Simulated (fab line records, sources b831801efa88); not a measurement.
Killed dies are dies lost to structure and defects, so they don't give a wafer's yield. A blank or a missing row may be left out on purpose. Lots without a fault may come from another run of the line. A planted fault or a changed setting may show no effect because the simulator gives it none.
fab line records | flow sfq_line
record lots=14 wafers=42 last_day=93
route steps=325 shown I5@228 C5@248
lots that met no fault: from a run of the same line without faults
start_h: hours from the record's first day to the start of the lot's first wafer shown | wait_h: hours since the lot's step before | " the same as in the row above | L1.1+2: a row that stands for several wafers | - no value, or no start given | * or withheld: withheld | < > ~ a bound
route shown NAME@n: a module of which the file shows steps, and the number in the route of the first | usual: mean/standard deviation of fault-free wafers | same: alike in all rows | chamber/n: place in a boat | sites: the reading at each site | _std_site: their standard deviation | _edge_site: outer sites' mean less inner sites' | radius_mm: how far each site lies from the wafer's centre | mask NAME#n: copy n | behind: the tool/chamber that last shaped the wafer | hold: why the lot was held/for how many hours/how that ended | device: the transistor (n, p or np) that didn't switch | end of line: the same wafers' tests at the end of the route | a step without rows: its recipe alone | killed: dies lost to structure and defects at the first sort, not the wafer's yield | map: a wafer's dies, x killed, . not, _ none there
set.NAME: the setting as run; set.NAME@STEP: as run at that earlier step | model.NAME: the simulator's own value behind a step, which no gauge read
steps of the route over a sample of lots; a table a step, a row a wafer
services: from which hour (start_h, from the record's first day; less than 0 if before it) a tool's chamber was out of use, for how many hours, and why
## steps
# step SFQ_TRILAYER_A5C_DEP_PECVD_142
# recipe material=SiO2 temp_c=150 time_s=15.556 pressure_torr=2.4 rf_w=183.3 precursor=SiH4/N2O target_thk_nm=70
# usual heater_power_w=83/13 rf_fwd_power_W=180.2/0.82 showerhead_vpp_V=844/46 throttle_valve_pct=24.5/1.4
# columns lot.wafer tool chamber start_h wait_h heater_power_w rf_fwd_power_W showerhead_vpp_V throttle_valve_pct
L787.1 pecvd-02 2 1479.94 0.0 76 179.4 855 24.9
L787.3 " 0 " " 100 179.0 880 26.4
L787.4 " 1 " " 66 179.4 754 27.1
L788.2 pecvd-04 2 1489.54 0.0 75 182.1 901 26.4
L788.3 " 1 " " 81 180.2 857 24.7
L788.6 " 2 " " 72 182.6 907 26.2
L790.4 pecvd-02 0 1546.79 0.0 107 179.1 875 26.5
L790.5 " 1 " " 69 180.8 769 26.8
L790.6 " 2 " " 72 181.2 858 24.6
L792.1 pecvd-04 2 1555.42 0.0 76 181.4 902 26.4
L792.3 " 0 " " 79 179.4 909 24.8
L792.4 " 2 " " 74 180.7 906 26.4
L795.2 pecvd-02 1 1574.94 0.0 59 180.1 760 27.0
L795.3 " 2 " " 69 181.1 851 24.4
L795.4 " 2 " " 67 181.2 854 24.7
L797.3 pecvd-02 0 1584.37 0.0 110 179.7 868 26.7
L797.4 " 1 " " 58 180.2 764 27.0
L797.5 " 0 " " 113 179.7 890 26.5
L798.2 pecvd-01 1 1585.57 0.0 100 180.0 781 23.1
L798.3 " 0 " " 74 179.7 828 23.9
L798.4 " 1 " " 96 179.7 780 23.2
L799.1 pecvd-01 1 1601.53 0.0 99 179.9 776 23.3
L799.2 " 0 " " 78 180.0 827 23.7
L799.4 " 1 " " 99 179.8 792 23.1
L802.3 pecvd-01 0 1606.33 0.0 85 180.8 833 23.7
L802.4 " 0 " " 84 180.2 830 24.0
L802.5 " 2 " " 86 180.3 862 23.1
L805.4 pecvd-01 0 1698.30 0.0 89 178.9 835 24.1
L805.5 " 1 " " 85 180.1 783 23.2
L805.6 " 2 " " 87 179.3 840 23.5
L806.2 pecvd-02 1 1700.68 0.0 69 180.8 773 23.2
L806.4 " 2 " " 75 180.3 849 21.9
L806.5 " 1 " " 71 180.0 765 23.3
L807.1 pecvd-04 1 1701.88 0.0 72 180.0 878 24.8
L807.2 " 2 " " 77 181.6 906 26.3
L807.3 " 0 " " 91 180.4 905 24.8
L808.1 pecvd-01 1 1703.08 0.0 97 180.1 771 23.6
L808.3 " 2 " " 73 180.1 853 23.2
L808.6 " 0 " " 82 180.1 864 24.1
L809.1 pecvd-02 1 1705.48 0.0 72 179.4 754 23.5
L809.3 " 0 " " 111 178.0 890 23.7
L809.4 " 2 " " 81 181.1 851 22.2
# step SFQ_TRILAYER_C5_ETCH_VIA_ETCH_154
# recipe target=SiO2 mask_material=PR chemistry=CHF3 target_depth_nm=84 source_w=500 bias_w=80 pressure_mtorr=30 time_s=withheld stop_on=Nb
# usual chamber_pressure_mTorr=30.002/0.025 drypump_motor_current_A=5.9/0.42 oes_product_au=0.895/0.008 rf_fwd_power_W=495.3/1.9
# columns lot.wafer tool chamber start_h wait_h chamber_pressure_mTorr drypump_motor_current_A oes_product_au rf_fwd_power_W
L787.1 rie_diel-04 2 1606.47 0.0 30.023 5.4 0.901 494.5
L787.3 " 3 " " 30.003 6.3 0.887 499.0
L787.4 " 0 " " 29.994 5.9 0.910 496.8
L788.2 rie_diel-01 1 1610.28 0.0 30.052 6.2 0.893 497.6
L788.3 " 2 " " 30.032 5.1 0.888 491.9
L788.6 " 1 " " 30.012 6.2 0.897 496.6
L790.4 rie_diel-01 2 1766.23 0.0 29.984 5.1 0.898 493.4
L790.5 " 3 " " 30.028 6.6 0.903 493.1
L790.6 " 0 " " 29.962 5.8 0.893 496.1
L792.1 rie_diel-02 2 1772.23 0.0 29.993 5.6 0.894 496.4
L792.3 " 0 " " 30.017 6.2 0.905 494.8
L792.4 " 3 " " 30.017 6.1 0.901 495.1
L795.2 rie_diel-02 3 1786.63 0.0 29.994 6.1 0.883 493.2
L795.3 " 0 " " 29.979 6.2 0.933 494.2
L795.4 " 0 " " 30.047 6.2 0.884 492.3
L797.3 rie_diel-01 1 1790.23 0.0 30.021 6.2 0.933 497.8
L797.4 " 3 " " 29.993 6.6 0.901 492.5
L797.5 " 2 " " 29.978 5.1 0.906 493.8
L798.2 rie_diel-02 2 1792.63 0.0 30.014 5.6 0.875 495.0
L798.3 " 0 " " 30.000 6.2 0.875 493.9
L798.4 " 0 " " 30.008 6.3 0.893 491.4
L799.1 rie_diel-02 0 1798.63 0.0 30.016 6.2 0.874 494.7
L799.2 " 2 " " 29.985 5.7 0.887 496.8
L799.4 " 3 " " 30.011 6.1 0.894 495.8
L802.3 rie_diel-01 1 1808.23 0.0 29.971 6.2 0.883 501.0
L802.4 " 0 " " 29.980 5.8 0.900 494.8
L802.5 " 1 " " 29.999 6.3 0.899 499.1
L805.4 rie_diel-02 1 1861.13 0.0 30.034 5.8 0.897 494.2
L805.5 " 3 " " 30.013 6.2 0.895 495.4
L805.6 " 2 " " 29.984 5.6 0.900 496.3
L806.2 rie_diel-01 2 1862.33 0.0 29.968 5.1 0.881 493.6
L806.4 " 3 " " 30.024 6.6 0.904 491.3
L806.5 " 0 " " 29.969 5.8 0.900 497.5
L807.1 rie_diel-04 1 1863.53 0.0 30.014 5.7 0.898 493.8
L807.2 " 2 " " 29.988 5.3 0.892 491.4
L807.3 " 0 " " 29.982 5.8 0.899 496.3
L808.1 rie_diel-02 2 1864.73 0.0 29.972 5.6 0.901 496.1
L808.3 " 1 " " 29.964 5.8 0.887 497.7
L808.6 " 3 " " 30.013 6.1 0.896 497.1
L809.1 rie_diel-01 2 1865.93 0.0 30.064 5.1 0.883 495.0
L809.3 " 0 " " 29.975 5.8 0.891 496.2
L809.4 " 3 " " 29.981 6.6 0.906 493.7
## services
# columns tool chamber start_h hours kind
pecvd-02 0 1457.50 5.8 repair
rie_diel-02 - 1460.33 0.1 repair
rie_diel-01 - 1471.41 0.5 repair
rie_diel-01 2 1488.46 1.7 repair
rie_diel-02 0 1516.96 5.9 repair
pecvd-02 2 1524.61 3.3 repair
pecvd-01 1 1524.85 25.9 repair
pecvd-02 1 1525.83 14.8 repair
rie_diel-02 3 1546.45 7.5 repair
rie_diel-02 - 1571.15 1.2 repair
pecvd-02 - 1587.64 2.8 pm
rie_diel-02 3 1592.21 28.2 repair
rie_diel-02 0 1637.76 4.5 repair
rie_diel-01 0 1655.41 5.1 repair
pecvd-02 - 1686.25 14.0 pm
pecvd-02 - 1698.82 0.4 repair
rie_diel-01 1 1705.11 4.1 repair
pecvd-02 - 1762.15 14.6 pm
pecvd-02 1 1785.17 7.1 repair
pecvd-02 - 1787.35 0.5 repair
rie_diel-01 - 1800.51 1.2 repair
pecvd-02 1 1822.60 13.1 repair
rie_diel-01 0 1841.60 5.4 repair
rie_diel-02 2 1845.66 3.3 repair
## key
first_sign step=SFQ_TRILAYER_C5_ETCH_VIA_ETCH_154 reading=oes_product_au direction=up sigmas=4.7 usual=0.895 struck=0.933
effect none on later readings
met_at SFQ_TRILAYER_A5C_DEP_PECVD_142
struck_lots L795,L797
struck_wafers L795.3,L797.3
onset_between 1546.79 1574.94
fault kind=process_parameter_drift tool=pecvd-02 chamber=- onset_h=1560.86 steps=SFQ_TRILAYER_A5C_DEP_PECVD_142 channel=time_s offset=* shape=step end_h=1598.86 scope=struck_wafers_only acts_in=* stated=*
